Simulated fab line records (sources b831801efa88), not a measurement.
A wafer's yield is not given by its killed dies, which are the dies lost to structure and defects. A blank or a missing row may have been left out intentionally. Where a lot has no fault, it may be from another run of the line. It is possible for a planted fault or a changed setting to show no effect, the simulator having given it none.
fab line records    flow sky130
[record] lots = 24  wafers = 72  lastDay = 50
route steps=708 shown VT_ADJUST_HVTR@139 POLY_GATE@230 RES_XHIGH@360 LI_CONTACT@381 LOCAL_INTERCONNECT@399 METAL5@675
lots with no fault: from the same line, run without faults
startH: hours from the record's first day to the start of the lot's first wafer shown    waitH: hours elapsed since this lot's preceding step    " repeats the value in the row above    L1.1+2: a single row standing in for several wafers    - value missing, or start not given    * or withheld: withheld    < > ~ a bound
route shown NAME@n: a module of which the file shows steps, and the number in the route of the first    usual: mean and standard deviation over wafers with no fault    same: alike in all rows    chamber/n: place in a boat    sites: per-site readings    _std_site: the values' standard deviation    _edge_site: inner sites' mean taken away from outer sites' mean    radiusMm: for every site, how far away it sits from the centre of the wafer    mask NAME#n: copy n    behind: tool/chamber where the wafer was last shaped    hold: reason for holding the lot/hours on hold/outcome of the hold    device: which transistor (n, p or np) failed to switch    end of line: the same wafers' tests at the end of the route    a step given without rows: its recipe and nothing more    killed: the dies lost at the first sort to structure and to defects; this is not the yield of the wafer    map: the dies of a wafer, with x for killed, . for not killed, _ for no die there
set.NAME: setting as actually run; set.NAME@STEP: the setting as run at that earlier step    model.NAME: the simulator's own value behind a step, which no gauge read
steps of the route over a sample of lots; a table a step, a row a wafer
services: the hour from which a tool's chamber was out of use, counted from the record's first day as startH (under 0 if before that day), plus the number of hours and why
[[steps]]
[step SKY_VT_ADJUST_HVTR_OVL_MEAS_08]
[usual] VT_ADJUST_HVTR_OVL = 0.3/1.3
lot.wafer  tool        chamber  startH  waitH  VT_ADJUST_HVTR_OVL[nm]
L074.2     overlay-01  -        198.84  0.1    0.3
L074.3     "           -        "       "      -0.2
L074.4     "           -        "       "      0.2
L075.3     overlay-02  -        212.24  0.1    -2.1
L075.5     "           -        "       "      0.4
L075.6     "           -        "       "      0.5
L076.2     overlay-02  -        215.89  0.1    0.8
L076.4     "           -        "       "      1.3
L076.6     "           -        "       "      1.2
L077.1     overlay-01  -        224.41  0.1    -1.8
L077.3     "           -        "       "      -1.7
L077.5     "           -        "       "      -1.7
L078.2     overlay-02  -        228.69  0.1    -1.2
L078.4     "           -        "       "      1.5
L078.5     "           -        "       "      1.3
L080.1     overlay-02  -        247.33  0.1    2.9
L080.3     "           -        "       "      -0.3
L080.5     "           -        "       "      1.6
L079.1     overlay-01  -        248.48  0.1    0.7
L079.3     "           -        "       "      -0.8
L079.4     "           -        "       "      -1.1
L081.1     overlay-02  -        256.28  0.1    0.6
L081.2     "           -        "       "      0.2
L081.4     "           -        "       "      -1.5
L082.2     overlay-02  -        262.36  0.1    -1.7
L082.4     "           -        "       "      -1.6
L082.6     "           -        "       "      -1.7
L083.3     overlay-02  -        270.89  0.1    0.6
L083.4     "           -        "       "      3.4
L083.5     "           -        "       "      0.1
L084.3     overlay-02  -        274.99  0.1    2.4
L084.4     "           -        "       "      2.4
L084.5     "           -        "       "      2.6
L085.2     overlay-02  -        286.96  0.1    1.9
L085.3     "           -        "       "      3.5
L085.4     "           -        "       "      1.3
L086.4     overlay-01  -        292.65  0.1    -0.2
L086.5     "           -        "       "      1.3
L086.6     "           -        "       "      0.7
L087.1     overlay-01  -        298.06  0.1    0.3
L087.4     "           -        "       "      1.9
L087.6     "           -        "       "      -0.6
L088.1     overlay-01  -        304.63  0.1    -0.2
L088.3     "           -        "       "      1.3
L088.4     "           -        "       "      1.1
L089.1     overlay-01  -        312.48  0.1    -0.9
L089.4     "           -        "       "      -0.3
L089.6     "           -        "       "      -1.1
L090.2     overlay-01  -        319.79  0.1    0.0
L090.3     "           -        "       "      1.6
L090.6     "           -        "       "      1.0
L091.2     overlay-01  -        327.24  0.1    1.4
L091.3     "           -        "       "      0.3
L091.5     "           -        "       "      2.8
L092.2     overlay-02  -        334.91  0.1    -1.3
L092.4     "           -        "       "      2.2
L092.5     "           -        "       "      1.6
L093.2     overlay-02  -        344.96  0.1    0.9
L093.4     "           -        "       "      2.2
L093.6     "           -        "       "      0.3
L094.2     overlay-01  -        351.46  0.1    0.9
L094.3     "           -        "       "      2.3
L094.6     "           -        "       "      1.6
L095.1     overlay-02  -        357.31  0.1    -1.2
L095.4     "           -        "       "      -1.1
L095.5     "           -        "       "      -0.7
L096.1     overlay-01  -        363.48  0.1    -0.7
L096.3     "           -        "       "      -1.4
L096.4     "           -        "       "      -0.7
L097.2     overlay-02  -        371.11  0.1    0.6
L097.3     "           -        "       "      -0.3
L097.6     "           -        "       "      -1.9
[step SKY_POLY_GATE_ETCH_16]
[recipe] stopOn = poly-Si  chemistry = CH3F/O2  target = Si3N4  sourceW = 392.7  biasW = 80  pressureMtorr = 25  ch3fFlowSccm = 40  O2_flow_sccm = 30  timeS = 147.5  targetDepthA = 750
[usual] drypumpMotorCurrentA = 5.6/0.5  oesProductAu = 0.641/0.0053  throttleValvePct = 10.534/0.0086
lot.wafer  tool        chamber  startH  waitH  drypumpMotorCurrentA  oesProductAu  rfHoursCounterH  throttleValvePct
L074.2     rieDiel-04  2        361.58  0.0    5.1                   0.639         2                10.533
L074.3     "           3        "       "      5.4                   0.641         71               10.540
L074.4     "           0        "       "      5.0                   0.638         64               10.526
L075.3     rieDiel-01  0        381.25  0.0    6.0                   0.645         27               10.531
L075.5     "           3        "       "      5.7                   0.642         -                10.518
L075.6     "           2        "       "      5.3                   0.639         -                10.535
L076.2     rieDiel-04  0        382.25  0.0    5.0                   0.640         64               10.532
L076.4     "           3        "       "      5.4                   0.638         71               10.527
L076.6     "           3        "       "      5.4                   0.642         -                10.544
L077.1     rieDiel-03  1        396.10  0.0    4.8                   0.646         10               10.543
L077.3     "           2        "       "      6.1                   0.638         93               10.534
L077.5     "           3        "       "      5.4                   0.640         -                10.545
L078.2     rieDiel-03  2        401.03  0.0    6.1                   0.642         93               10.544
L078.4     "           3        "       "      5.4                   0.641         69               10.536
L078.5     "           2        "       "      6.1                   0.637         -                10.530
L080.1     rieDiel-03  0        421.15  0.0    6.2                   0.639         48               10.539
L080.3     "           2        "       "      6.1                   0.635         94               10.521
L080.5     "           1        "       "      4.9                   0.636         -                10.523
L079.1     rieDiel-03  0        425.60  0.0    6.2                   0.642         48               10.517
L079.3     "           3        "       "      5.4                   0.642         69               10.527
L079.4     "           2        "       "      6.1                   0.640         94               10.526
L081.1     rieDiel-03  1        437.85  0.0    4.8                   0.650         11               10.532
L081.2     "           2        "       "      6.1                   0.654         94               10.533
L081.4     "           0        "       "      6.2                   0.643         48               10.544
L082.2     rieDiel-03  2        441.95  0.0    6.1                   0.631         94               10.534
L082.4     "           0        "       "      6.2                   0.637         -                10.537
L082.6     "           2        "       "      6.1                   0.635         -                10.535
L083.3     rieDiel-01  3        454.90  0.0    5.7                   0.645         25               10.524
L083.4     "           0        "       "      5.9                   0.638         29               10.542
L083.5     "           0        "       "      6.0                   0.640         -                10.508
L084.3     rieDiel-03  0        460.45  0.0    6.2                   0.639         49               10.528
L084.4     "           0        "       "      6.2                   0.638         -                10.542
L084.5     "           3        "       "      5.4                   0.640         -                10.545
L085.2     rieDiel-03  1        469.90  0.0    4.8                   0.619         11               10.532
L085.3     "           0        "       "      6.2                   0.643         49               10.531
L085.4     "           3        "       "      5.3                   0.642         71               10.531
L086.4     rieDiel-01  3        479.45  0.0    5.7                   0.638         25               10.534
L086.5     "           1        "       "      6.3                   0.640         -                10.528
L086.6     "           0        "       "      6.0                   0.639         -                10.538
L087.1     rieDiel-01  3        486.35  0.0    5.7                   0.647         25               10.530
L087.4     "           1        "       "      6.3                   0.640         9                10.535
L087.6     "           3        "       "      5.7                   0.632         -                10.529
L088.1     rieDiel-04  0        496.85  0.0    5.0                   0.637         66               10.544
L088.3     "           3        "       "      5.4                   0.643         73               10.533
L088.4     "           1        "       "      6.3                   0.639         21               10.522
L089.1     rieDiel-04  2        500.65  0.0    5.1                   0.641         4                10.527
L089.4     "           3        "       "      5.4                   0.646         73               10.532
L089.6     "           2        "       "      5.1                   0.641         -                10.536
L090.2     rieDiel-04  3        511.30  0.0    5.4                   0.638         73               10.533
L090.3     "           1        "       "      6.3                   0.648         21               10.539
L090.6     "           3        "       "      5.4                   0.634         -                10.539
L091.2     rieDiel-01  0        520.98  0.0    6.0                   0.643         30               10.539
L091.3     "           3        "       "      5.7                   0.638         26               10.514
L091.5     "           0        "       "      5.9                   0.636         -                10.543
L092.2     rieDiel-04  0        530.85  0.0    5.0                   0.644         67               10.540
L092.4     "           1        "       "      6.2                   0.642         22               10.541
L092.5     "           2        "       "      5.1                   0.637         -                10.539
L093.2     rieDiel-04  3        539.58  0.0    5.4                   0.647         74               10.529
L093.4     "           0        "       "      5.0                   0.641         67               10.537
L093.6     "           0        "       "      5.0                   0.640         -                10.535
L094.2     rieDiel-04  0        553.00  0.0    5.0                   0.645         67               10.518
L094.3     "           2        "       "      5.1                   0.642         6                10.523
L094.6     "           0        "       "      5.0                   0.638         -                10.541
L095.1     rieDiel-04  0        555.72  0.0    5.0                   0.644         68               10.541
L095.4     "           2        "       "      5.1                   0.651         6                10.537
L095.5     "           1        "       "      6.3                   0.638         -                10.535
L096.1     rieDiel-03  1        560.30  0.0    4.8                   0.630         12               10.547
L096.3     "           3        "       "      5.4                   0.635         72               10.535
L096.4     "           2        "       "      6.0                   0.640         1                10.547
L097.2     rieDiel-04  0        566.23  0.0    5.0                   0.647         68               10.548
L097.3     "           2        "       "      5.1                   0.641         6                10.538
L097.6     "           2        "       "      5.1                   0.638         -                10.540
[step SKY_SD_N_RS_MEAS_18]
[recipe] thkMeasGauge = four-point-probe
[usual] RES_XHIGH_RS = 333.3/1.2
lot.wafer  tool          chamber  startH  waitH  RES_XHIGH_RS[ohm/sq]
L074.2     filmMetro-02  -        639.81  0.1    332.8
L074.3     "             -        "       "      334.0
L074.4     "             -        "       "      333.6
L075.3     filmMetro-04  -        655.68  0.1    334.1
L075.5     "             -        "       "      333.2
L075.6     "             -        "       "      334.5
L076.2     filmMetro-01  -        659.31  0.1    332.1
L076.4     "             -        "       "      331.9
L076.6     "             -        "       "      332.3
L077.1     filmMetro-01  -        675.24  0.1    333.5
L077.3     "             -        "       "      333.1
L077.5     "             -        "       "      333.1
L078.2     filmMetro-04  -        679.56  0.1    333.9
L078.4     "             -        "       "      333.9
L078.5     "             -        "       "      334.2
L080.1     filmMetro-02  -        695.84  0.1    335.0
L080.3     "             -        "       "      333.7
L080.5     "             -        "       "      333.6
L079.1     filmMetro-04  -        703.49  0.1    334.4
L079.3     "             -        "       "      335.7
L079.4     "             -        "       "      334.6
L081.1     filmMetro-04  -        710.94  0.1    331.5
L081.2     "             -        "       "      331.1
L081.4     "             -        "       "      331.9
L082.2     filmMetro-02  -        716.76  0.1    334.7
L082.4     "             -        "       "      334.0
L082.6     "             -        "       "      333.8
L083.3     filmMetro-02  -        726.88  0.1    332.9
L083.4     "             -        "       "      333.3
L083.5     "             -        "       "      332.7
L084.3     filmMetro-02  -        733.38  0.1    332.3
L084.4     "             -        "       "      331.4
L084.5     "             -        "       "      332.7
L085.2     filmMetro-02  -        737.51  0.1    334.9
L085.3     "             -        "       "      335.5
L085.4     "             -        "       "      335.1
L086.4     filmMetro-02  -        748.10  0.1    332.4
L086.5     "             -        "       "      331.4
L086.6     "             -        "       "      332.4
L087.1     filmMetro-02  -        754.09  0.1    334.9
L087.4     "             -        "       "      333.5
L087.6     "             -        "       "      334.6
L088.1     filmMetro-01  -        764.89  0.1    335.3
L088.3     "             -        "       "      335.5
L088.4     "             -        "       "      334.6
L089.1     filmMetro-04  -        769.79  0.1    331.6
L089.4     "             -        "       "      332.5
L089.6     "             -        "       "      333.0
L090.2     filmMetro-01  -        776.51  0.1    334.0
L090.3     "             -        "       "      332.3
L090.6     "             -        "       "      334.3
L091.2     filmMetro-04  -        785.41  0.1    334.0
L091.3     "             -        "       "      334.0
L091.5     "             -        "       "      334.6
L092.2     filmMetro-01  -        794.01  0.1    331.3
L092.4     "             -        "       "      332.5
L092.5     "             -        "       "      332.4
L093.2     filmMetro-04  -        799.56  0.1    334.5
L093.4     "             -        "       "      332.6
L093.6     "             -        "       "      332.4
L094.2     filmMetro-01  -        813.81  0.1    334.3
L094.3     "             -        "       "      335.3
L094.6     "             -        "       "      334.3
L095.1     filmMetro-04  -        816.44  0.1    332.9
L095.4     "             -        "       "      333.5
L095.5     "             -        "       "      331.8
L096.1     filmMetro-01  -        819.69  0.1    331.8
L096.3     "             -        "       "      331.9
L096.4     "             -        "       "      331.7
L097.2     filmMetro-01  -        824.66  0.1    332.9
L097.3     "             -        "       "      333.3
L097.6     "             -        "       "      333.2
[step SKY_LI_CONTACT_SPUTTER_19]
[recipe] material = Ti  targetThkNm = 20  chamberPressurePa = 4.885  powerW = 2500  substrateTempC = 200  timeS = 106.37
[usual] throttleValvePct = 30.3/0.69
lot.wafer  tool           chamber  startH  waitH  throttleValvePct
L074.2     pvdSputter-03  -        669.27  0.0    30.3
L074.3     "              -        "       "      30.3
L074.4     "              -        "       "      29.9
L075.3     pvdSputter-02  -        684.64  0.0    29.0
L075.5     "              -        "       "      28.9
L075.6     "              -        "       "      30.0
L076.2     pvdSputter-03  -        689.02  0.0    30.3
L076.4     "              -        "       "      30.4
L076.6     "              -        "       "      29.9
L077.1     pvdSputter-02  -        704.68  0.0    30.0
L077.3     "              -        "       "      28.9
L077.5     "              -        "       "      28.7
L078.2     pvdSputter-03  -        709.20  0.0    30.0
L078.4     "              -        "       "      31.1
L078.5     "              -        "       "      31.4
L080.1     pvdSputter-03  -        725.39  0.0    30.4
L080.3     "              -        "       "      30.4
L080.5     "              -        "       "      31.4
L079.1     pvdSputter-02  -        735.94  0.0    30.3
L079.3     "              -        "       "      30.4
L079.4     "              -        "       "      28.6
L081.1     pvdSputter-04  -        740.34  0.0    29.9
L081.2     "              -        "       "      30.2
L081.4     "              -        "       "      30.5
L082.2     pvdSputter-04  -        745.74  0.0    30.0
L082.4     "              -        "       "      30.2
L082.6     "              -        "       "      30.3
L083.3     pvdSputter-03  -        755.54  0.0    30.0
L083.4     "              -        "       "      31.3
L083.5     "              -        "       "      30.3
L084.3     pvdSputter-04  -        761.44  0.0    30.6
L084.4     "              -        "       "      29.9
L084.5     "              -        "       "      29.9
L085.2     pvdSputter-04  -        765.62  0.0    30.0
L085.3     "              -        "       "      31.3
L085.4     "              -        "       "      30.4
L086.4     pvdSputter-04  -        775.69  0.0    30.4
L086.5     "              -        "       "      29.7
L086.6     "              -        "       "      31.2
L087.1     pvdSputter-04  -        781.54  0.0    30.7
L087.4     "              -        "       "      30.3
L087.6     "              -        "       "      29.8
L088.1     pvdSputter-02  -        792.65  0.0    30.4
L088.3     "              -        "       "      28.6
L088.4     "              -        "       "      30.1
L089.1     pvdSputter-02  -        797.70  0.0    28.7
L089.4     "              -        "       "      30.1
L089.6     "              -        "       "      29.9
L090.2     pvdSputter-03  -        803.83  0.0    30.1
L090.3     "              -        "       "      31.5
L090.6     "              -        "       "      31.4
L091.2     pvdSputter-03  -        813.14  0.0    29.9
L091.3     "              -        "       "      30.3
L091.5     "              -        "       "      31.6
L092.2     pvdSputter-02  -        822.16  0.0    28.9
L092.4     "              -        "       "      30.1
L092.5     "              -        "       "      29.8
L093.2     pvdSputter-03  -        827.30  0.0    30.4
L093.4     "              -        "       "      31.4
L093.6     "              -        "       "      30.0
L094.2     pvdSputter-03  -        841.49  0.0    30.2
L094.3     "              -        "       "      29.8
L094.6     "              -        "       "      30.0
L095.1     pvdSputter-02  -        844.27  0.0    29.9
L095.4     "              -        "       "      30.4
L095.5     "              -        "       "      29.9
L096.1     pvdSputter-03  -        847.27  0.0    31.5
L096.3     "              -        "       "      29.9
L096.4     "              -        "       "      29.9
L097.2     pvdSputter-03  -        851.99  0.0    30.1
L097.3     "              -        "       "      29.9
L097.6     "              -        "       "      31.4
[step SKY_LOCAL_INTERCONNECT_OVL_MEAS_12]
[usual] LOCAL_INTERCONNECT_OVL = -3/4.6
lot.wafer  tool        chamber  startH  waitH  LOCAL_INTERCONNECT_OVL[nm]
L074.2     overlay-02  -        698.41  0.1    -9
L074.3     "           -        "       "      1
L074.4     "           -        "       "      -7
L075.3     overlay-02  -        713.59  0.1    -6
L075.5     "           -        "       "      -8
L075.6     "           -        "       "      -2
L076.2     overlay-02  -        717.69  0.1    -10
L076.4     "           -        "       "      -8
L076.6     "           -        "       "      -5
L077.1     overlay-01  -        733.33  0.1    -4
L077.3     "           -        "       "      -3
L077.5     "           -        "       "      -10
L078.2     overlay-02  -        738.76  0.1    -3
L078.4     "           -        "       "      -14
L078.5     "           -        "       "      -7
L080.1     overlay-01  -        753.23  0.1    2
L080.3     "           -        "       "      0
L080.5     "           -        "       "      0
L079.1     overlay-02  -        763.33  0.1    0
L079.3     "           -        "       "      -6
L079.4     "           -        "       "      -3
L081.1     overlay-02  -        768.78  0.1    -9
L081.2     "           -        "       "      -3
L081.4     "           -        "       "      1
L082.2     overlay-02  -        773.84  0.1    -1
L082.4     "           -        "       "      6
L082.6     "           -        "       "      0
L083.3     overlay-02  -        783.49  0.1    -8
L083.4     "           -        "       "      -12
L083.5     "           -        "       "      -1
L084.3     overlay-02  -        788.94  0.1    -7
L084.4     "           -        "       "      -9
L084.5     "           -        "       "      -2
L085.2     overlay-01  -        793.11  0.1    -4
L085.3     "           -        "       "      14
L085.4     "           -        "       "      7
L086.4     overlay-01  -        803.03  0.1    3
L086.5     "           -        "       "      -8
L086.6     "           -        "       "      -3
L087.1     overlay-02  -        808.78  0.1    1
L087.4     "           -        "       "      -4
L087.6     "           -        "       "      -6
L088.1     overlay-01  -        819.61  0.1    -2
L088.3     "           -        "       "      -8
L088.4     "           -        "       "      -4
L089.1     overlay-01  -        826.10  0.1    -5
L089.4     "           -        "       "      0
L089.6     "           -        "       "      -10
L090.2     overlay-01  -        831.96  0.1    -6
L090.3     "           -        "       "      -5
L090.6     "           -        "       "      -6
L091.2     overlay-01  -        840.64  0.1    1
L091.3     "           -        "       "      0
L091.5     "           -        "       "      0
L092.2     overlay-01  -        850.09  0.1    -1
L092.4     "           -        "       "      -1
L092.5     "           -        "       "      -1
L093.2     overlay-02  -        854.64  0.1    1
L093.4     "           -        "       "      6
L093.6     "           -        "       "      -10
L094.2     overlay-02  -        867.94  0.1    -14
L094.3     "           -        "       "      -7
L094.6     "           -        "       "      -8
L095.1     overlay-02  -        871.53  0.1    0
L095.4     "           -        "       "      -3
L095.5     "           -        "       "      -7
L096.1     overlay-01  -        873.31  0.1    -3
L096.3     "           -        "       "      -6
L096.4     "           -        "       "      -11
L097.2     overlay-01  -        878.51  0.1    -5
L097.3     "           -        "       "      2
L097.6     "           -        "       "      3
[step SKY_METAL5_DESCUM_14]
[recipe] chemistry = O2  sourcePowerW = 150  biasPowerW = 0  pressureMtorr = 10  tempC = 40  timeS = 11
[usual] drypumpMotorCurrentA = 5.7/0.34  heBacksideLeakSccm = 3.35/0.15  oesProductAu = 1.000/0.0094
lot.wafer  tool         chamber  startH   waitH  drypumpMotorCurrentA  heBacksideLeakSccm  oesProductAu  rfHoursCounterH
L074.2     rieMetal-03  0        1022.21  0.1    5.6                   3.23                0.999         12
L074.3     "            0        "        "      5.6                   3.56                0.997         -
L074.4     "            1        "        "      5.6                   3.44                1.011         -
L075.3     rieMetal-04  0        1034.86  0.1    6.1                   3.35                1.001         -
L075.5     "            0        "        "      6.2                   3.34                0.999         -
L075.6     "            0        "        "      6.2                   3.27                1.003         -
L076.2     rieMetal-03  0        1041.24  0.1    5.6                   3.17                0.994         14
L076.4     "            0        "        "      5.6                   3.36                0.991         -
L076.6     "            0        "        "      5.6                   3.52                0.992         -
L077.1     rieMetal-04  0        1050.76  0.1    6.2                   3.28                1.007         14
L077.3     "            0        "        "      6.2                   3.24                0.997         -
L077.5     "            0        "        "      6.2                   3.30                1.002         -
L078.2     rieMetal-04  0        1057.31  0.1    6.2                   3.26                0.993         15
L078.4     "            0        "        "      6.2                   3.24                1.003         -
L078.5     "            1        "        "      5.5                   3.42                1.005         -
L080.1     rieMetal-03  1        1066.36  0.1    5.6                   3.19                0.991         18
L080.3     "            1        "        "      5.6                   3.16                0.990         -
L080.5     "            1        "        "      5.5                   3.11                0.996         -
L079.1     rieMetal-03  0        1075.41  0.1    5.6                   3.45                0.996         16
L079.3     "            1        "        "      5.6                   3.36                1.004         -
L079.4     "            0        "        "      5.6                   3.32                0.996         -
L081.1     rieMetal-03  1        1080.76  0.1    5.6                   3.16                1.019         20
L081.2     "            0        "        "      5.6                   3.23                1.002         17
L081.4     "            1        "        "      5.6                   3.16                1.015         -
L082.2     rieMetal-04  1        1086.41  0.1    5.5                   3.55                0.990         2
L082.4     "            0        "        "      6.1                   3.35                0.988         -
L082.6     "            0        "        "      6.1                   3.33                0.990         -
L083.3     rieMetal-04  1        1088.70  0.1    5.5                   3.58                0.997         -
L083.4     "            0        "        "      6.2                   3.39                0.993         -
L083.5     "            1        "        "      5.5                   3.61                0.992         -
L084.3     rieMetal-04  1        1095.58  0.1    5.5                   3.41                0.995         -
L084.4     "            0        "        "      6.1                   3.48                0.990         -
L084.5     "            1        "        "      5.5                   3.48                0.996         -
L085.2     rieMetal-04  1        1099.96  0.1    5.4                   3.55                0.999         3
L085.3     "            1        "        "      5.5                   3.46                1.001         -
L085.4     "            0        "        "      6.1                   3.41                0.993         -
L086.4     rieMetal-01  0        1107.23  0.1    5.1                   3.35                0.998         -
L086.5     "            1        "        "      5.2                   3.28                1.020         -
L086.6     "            0        "        "      5.1                   3.24                1.004         -
L087.1     rieMetal-01  0        1109.51  0.1    5.1                   3.32                1.004         14
L087.4     "            1        "        "      5.2                   3.29                1.010         -
L087.6     "            0        "        "      5.1                   3.26                0.997         -
L088.1     rieMetal-04  1        1119.16  0.1    5.5                   3.47                0.999         5
L088.3     "            1        "        "      5.5                   3.57                0.995         -
L088.4     "            0        "        "      6.2                   3.38                1.003         -
L089.1     rieMetal-01  1        1126.16  0.1    5.3                   3.57                1.012         20
L089.4     "            0        "        "      5.1                   3.40                0.995         -
L089.6     "            1        "        "      5.2                   3.46                1.002         -
L090.2     rieMetal-04  1        1128.99  0.1    5.4                   3.57                1.005         6
L090.3     "            0        "        "      6.2                   3.46                1.019         -
L090.6     "            0        "        "      6.2                   3.34                1.017         -
L091.2     rieMetal-01  0        1135.56  0.1    5.1                   3.36                1.003         16
L091.3     "            1        "        "      5.2                   3.44                1.024         -
L091.5     "            0        "        "      5.1                   3.32                1.006         -
L092.2     rieMetal-03  1        1141.92  0.1    5.6                   3.19                1.012         24
L092.4     "            0        "        "      5.6                   3.38                1.005         -
L092.5     "            1        "        "      5.6                   3.09                1.008         -
L093.2     rieMetal-03  0        1144.81  0.1    5.6                   3.55                0.996         22
L093.4     "            1        "        "      5.6                   3.10                1.001         -
L093.6     "            1        "        "      5.6                   3.30                1.006         -
L094.2     rieMetal-04  0        1156.16  0.1    6.2                   3.12                1.014         23
L094.3     "            1        "        "      5.4                   3.52                0.986         -
L094.6     "            1        "        "      5.5                   3.59                1.004         -
L095.1     rieMetal-03  1        1156.49  0.1    5.6                   3.26                1.005         25
L095.4     "            1        "        "      5.6                   3.19                1.004         -
L095.5     "            0        "        "      5.6                   3.45                0.994         -
L096.1     rieMetal-03  1        1159.04  0.1    5.6                   3.10                1.005         26
L096.3     "            0        "        "      5.6                   3.64                0.983         -
L096.4     "            1        "        "      5.6                   3.22                0.998         -
L097.2     rieMetal-04  0        1162.21  0.1    6.2                   3.46                1.008         23
L097.3     "            0        "        "      6.2                   3.37                1.011         -
L097.6     "            1        "        "      5.4                   3.49                0.991         -
[[services]]
tool           chamber  startH   hours  kind
pvdSputter-03  -        361.12   1.3    repair
pvdSputter-03  -        365.84   2.0    repair
rieMetal-04    0        415.02   86.5   repair
rieDiel-04     2        454.22   2.5    repair
rieDiel-04     -        455.83   0.6    repair
rieDiel-04     2        465.08   4.7    repair
pvdSputter-03  -        467.47   2.8    repair
pvdSputter-03  -        496.86   1.1    repair
rieDiel-04     0        510.78   5.0    repair
rieDiel-04     3        616.29   13.6   repair
rieMetal-04    -        637.17   2.8    pm
rieDiel-04     0        641.26   3.1    repair
rieMetal-04    -        659.39   14.6   pm
rieDiel-04     -        690.48   0.3    repair
rieMetal-04    -        731.55   0.4    repair
rieDiel-04     -        743.68   2.8    pm
rieMetal-04    1        780.60   1.7    repair
rieDiel-04     0        821.91   5.6    repair
rieMetal-04    0        839.96   4.4    repair
rieDiel-04     1        849.97   6.1    repair
pvdSputter-03  -        888.76   3.9    repair
rieDiel-04     3        926.95   2.6    repair
rieMetal-04    -        1028.83  5.8    repair
rieMetal-04    -        1159.84  0.6    repair
[[key]]
fault none
